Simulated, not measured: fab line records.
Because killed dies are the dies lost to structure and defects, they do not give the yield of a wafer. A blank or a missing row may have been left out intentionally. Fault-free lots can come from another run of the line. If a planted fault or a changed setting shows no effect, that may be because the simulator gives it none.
Matching of chambers | flow gf180mcu | cmp-01 running GF_V2_CMP_04: 4 sister chambers
The step polishes SiO2. 14 wafers are shown with their chamber, then 7 later ones without.

## WAFERS, EACH WITH ITS CHAMBER
wafer  | chamber | motorCurrentA (A) | timeToEndpointS (s)
L757.2 | 2       | 11.0              | 75
L757.3 | 0       | 11.7              | 75
L757.4 | 3       | 12.2              | 75
L760.1 | 2       | 10.7              | 77
L760.3 | 0       | 12.2              | 80
L760.5 | 2       | 10.4              | 88
L761.2 | 3       | 11.5              | 75
L761.3 | 2       | 10.5              | 72
L761.4 | 0       | 12.3              | 81
L764.1 | 2       | 10.9              | 77
L764.4 | 1       | 13.2              | 75
L764.6 | 0       | 12.1              | 78
L770.1 | 1       | 12.8              | 75
L770.3 | 3       | 12.7              | 79

SIGNATURES (averages over the wafers above)
reading         | chamber 0 | chamber 1 | chamber 2 | chamber 3 | scatter within a chamber
motorCurrentA   | 12.075    | 13.000    | 10.700    | 12.133    | 0.357
timeToEndpointS | 78.50     | 75.00     | 77.80     | 76.33     | 4.22
Rule: distance of a wafer from a chamber = root of the sum over the readings of ((wafer's reading minus chamber's mean) / reading's scatter) squared. The wafer belongs to the nearest chamber; if the next one is less than 2 further off, it can't be placed. The scatter: take each reading less its chamber's mean, square it, sum over the shown wafers, divide by the number of wafers less the number of chambers, and take the root.

## WAFERS WITHOUT THEIR CHAMBER
wafer  | motorCurrentA (A) | timeToEndpointS (s)
L770.5 | 10.2              | 84
L776.5 | 10.6              | 80
L777.5 | 13.4              | 81
L778.1 | 11.7              | 77
L778.3 | 12.3              | 74
L778.4 | 11.1              | 81
L779.2 | 11.6              | 71

## WHICH CHAMBER EACH WENT THROUGH
wafer  | from the rows above          | in truth
L770.5 | 2                            | 2
L776.5 | 2                            | 2
L777.5 | can't be placed: 1 or 3 or 0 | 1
L778.1 | can't be placed: 0 or 3 or 2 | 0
L778.3 | can't be placed: 3 or 0 or 1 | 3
L778.4 | can't be placed: 2 or 0 or 3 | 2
L779.2 | can't be placed: 3 or 0 or 2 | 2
2 of 7 placed correctly. These rows do not allow placing 5 (true chamber among the candidates in 5). Placed wrongly: 0.
